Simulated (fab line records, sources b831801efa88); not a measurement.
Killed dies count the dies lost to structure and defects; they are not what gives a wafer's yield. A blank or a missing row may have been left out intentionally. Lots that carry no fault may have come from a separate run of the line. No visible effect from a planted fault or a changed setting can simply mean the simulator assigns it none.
One fault through the eyes of 2 desks -- flow gf180mcu -- what lay behind the numbers comes last; until then each desk has only its own

## THE METROLOGY DESK
Means of the sampled wafers that have a number, per lot and without regard to the tool the lot ran on: this is what the gauges read. The brackets show how far a lot's mean lies from the usual mean; more than 4 standard deviations puts the lot out of limits, marked OUT.
Columns: A = STI_OXIDATION_02_THK at GF_STI_THK_MEAS_30, usual 9.84 nm; B = MVPSD_TW at GF_MVPSD_TW_MEAS_11, usual 554; C = VT_IMPLANT_TW at GF_VT_IMPLANT_TW_MEAS_10, usual 565; D = VT_IMPLANT_01_OVL at GF_VT_IMPLANT_OVL_MEAS_18, usual -0.5 nm; E = MVPSD_RS at GF_VT_IMPLANT_RS_MEAS_49, usual 1169 ohm/sq
lot,first seen here,A,B,C,D,E
L207,day 2 11:23,9.73,548,570,-0.2,1175
L208,day 2 15:55,10.06,554,566,-0.2,1169
L212,day 3 12:53,9.91,559,566,-1.7,1167
L213,day 3 22:44,10.11,555,568,-1.8,1170
L214,day 4 02:42,9.69,556,561,1.5,1171
L215,day 4 04:19,9.55,555,557,-0.7,1168
L216,day 4 08:48,10.18,601 (+16) OUT,568,0.1,1003 (-54) OUT
L217,day 4 14:36,9.81,604 (+17) OUT,568,-0.7,1009 (-52) OUT
L218,day 4 22:18,9.79,604 (+17) OUT,558,0.2,1004 (-53) OUT
L219,day 5 01:33,9.67,598 (+15) OUT,567,-0.3,1005 (-53) OUT
L224,day 6 05:12,9.80,550,563,-0.5,1170
L226,day 6 13:16,9.90,552,565,-0.1,1170
L227,day 6 18:12,9.97,557,563,-0.3,1164
L229,day 7 05:29,9.81,552,564,-0.5,1174
This desk's result: L216, L217, L218, L219 out of limits, first on L216 (MVPSD_TW at GF_MVPSD_TW_MEAS_11), day 7 13:42. Within limits: L207, L208, L212, L213, L214, L215, L224, L226, L227, L229.

## DESK OF THE TOOL OWNER: implanter-02
The tool's own readings at GF_MVPSD_IMPLANT_08: means of the sampled wafers that have a number, for each lot that ran on this tool. The brackets show how far a lot's mean lies from the usual mean; more than 4 standard deviations puts the lot out of limits, marked OUT.
Columns: A = dose_ions_cm2 at GF_MVPSD_IMPLANT_08, usual 1.5002e+13; B = faraday_current_uA at GF_MVPSD_IMPLANT_08, usual 84.4
lot,first seen here,A,B
L207,day 5 08:07,1.4997e+13,84.7
L212,day 6 11:34,1.5001e+13,85.8
L213,day 7 01:31,1.4995e+13,84.2
L216,day 7 13:20,2.0232e+13 (+99 or more) OUT,114.6 (+18) OUT
L217,day 7 19:01,2.0231e+13 (+99 or more) OUT,113.1 (+17) OUT
L218,day 8 04:55,2.0240e+13 (+99 or more) OUT,115.3 (+18) OUT
L219,day 8 09:04,2.0226e+13 (+99 or more) OUT,111.5 (+16) OUT
This desk finds L216, L217, L218, L219 out of limits, L216 being first, at day 7 13:20 (dose_ions_cm2 at GF_MVPSD_IMPLANT_08). Within limits: L207, L212, L213.

## PUT TOGETHER
The tool owner's desk could have raised an alarm at day 7 13:20, on L216, L217, L218, L219.
The metrology desk could have raised an alarm at day 7 13:42, on L216, L217, L218, L219.
All the named lots went through GF_MVPSD_IMPLANT_08 on implanter-02.

## WHAT WAS PUT IN BY THE SIMULATOR
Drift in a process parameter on implanter-02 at GF_MVPSD_IMPLANT_08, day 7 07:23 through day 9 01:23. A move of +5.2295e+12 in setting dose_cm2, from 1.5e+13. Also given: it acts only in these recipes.
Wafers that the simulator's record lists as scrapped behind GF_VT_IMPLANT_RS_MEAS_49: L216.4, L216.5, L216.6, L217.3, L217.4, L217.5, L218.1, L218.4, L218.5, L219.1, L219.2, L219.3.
Shown lots that were struck: L216, L217, L218, L219.
Time in hours from fault onset to the first out-of-limits reading at each desk: tool owner's desk 6, metrology desk 6.
